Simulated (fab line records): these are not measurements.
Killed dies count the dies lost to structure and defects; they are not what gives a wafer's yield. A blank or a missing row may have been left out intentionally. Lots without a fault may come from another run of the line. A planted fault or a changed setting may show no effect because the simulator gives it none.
A lot that was struck, set against a sound lot -- flow sky130 -- 18 steps out of a route of 708
Sound: these wafers, L164.1, L164.3, L164.5. Struck: wafers L178.2, L178.6 (left out: L178.3, a lot-mate that was not struck); the cause follows at the end.
Per side, at each step with rows, come the tool, then ch with its chambers, and then its first start. Under that, the readings that differ: sound wafers -- struck wafers -- difference of the means -- sigmas: that difference in standard deviations of wafers without a fault.
alike: readings with means less than 2 such deviations apart, plus words and numbers identical on both sides. not compared: withheld readings, readings lacking a value on some wafer, bounds such as >300 that could conceal the same value, and numbers that have no deviation in the record and whose values overlap.
A row with sigmas, a row that says differs or no value, or rows on one side alone: a step with any of these is where the two part. Non-overlapping numbers with no deviation appear without sigmas and do not part them. Lack of a reading on every wafer of one side parts them only where that side has two or more wafers.

first, 6 steps without rows for these wafers: SKY_DNWELL_COAT_02 (resist thk 3000 nm); SKY_DNWELL_SOFTBAKE_03; SKY_DNWELL_EXPOSE_04 (exposes mask DNM, target cd 3000 nm); SKY_DNWELL_PEB_05; SKY_DNWELL_DEVELOP_06 (develop time 60 s); SKY_DNWELL_IMPLANT_07.
SKY_DNWELL_STRIP_08: strips in O2/N2.
  sound on plasma-asher-01 ch 0,1, day 3 14:48; struck on plasma-asher-02 ch 0,1, day 6 13:56
  alike: drypump-motor-current-A, oes-product-au, strip-time-to-endpoint-s
  not compared: rf-hours-counter-h
SKY_DNWELL_TW_MEAS_09:
  sound: film-metro-02 at day 3 14:54; struck: film-metro-01 at day 6 14:02
  alike: DNWELL_TW
then, 4 steps without rows for these wafers: SKY_PWDE_DEHYDRATE_00 (time 60 s); SKY_PWDE_HMDS_01 (prime time 60 s); SKY_PWDE_COAT_02 (resist thk 3000 nm); SKY_PWDE_SOFTBAKE_03.
SKY_PWDE_EXPOSE_04: exposes mask PWDEM, target cd 840 nm.
  sound on iline-stepper-02 ch 0, day 3 23:14; struck on iline-stepper-01 ch 0, day 6 21:15
  alike: mask, focus-offset-nm, stage-vel-mm-s
then, 2 steps without rows for these wafers: SKY_PWDE_PEB_05; SKY_PWDE_DEVELOP_06 (develop time 60 s).
SKY_PWDE_OVL_MEAS_07:
  sound: overlay-01 at day 4 07:47; struck: overlay-01 at day 7 07:44
reading,sound,struck,difference,sigmas
PWDE_OVL (nm),0.6 1.7 2.1,-3.7 -3.1,-4.9,-4
next, for these wafers, 1 step has no rows: SKY_PWDE_IMPLANT_08.
-- the record jumps here: 42 days lie between the struck wafers' starts before and after (it left off in module PWDE and takes up again in module PAD_OPEN, whose first step shown is number 708 of the route) --
SKY_PAD_OPEN_PROBE_99:
  record: rows for the struck wafers here (prober-02, day 49 09:45), none for the sound ones

== WHERE THEY PART ==
First at SKY_PWDE_OVL_MEAS_07; last, within this record, at SKY_PAD_OPEN_PROBE_99.

WHY: what the simulator had put in
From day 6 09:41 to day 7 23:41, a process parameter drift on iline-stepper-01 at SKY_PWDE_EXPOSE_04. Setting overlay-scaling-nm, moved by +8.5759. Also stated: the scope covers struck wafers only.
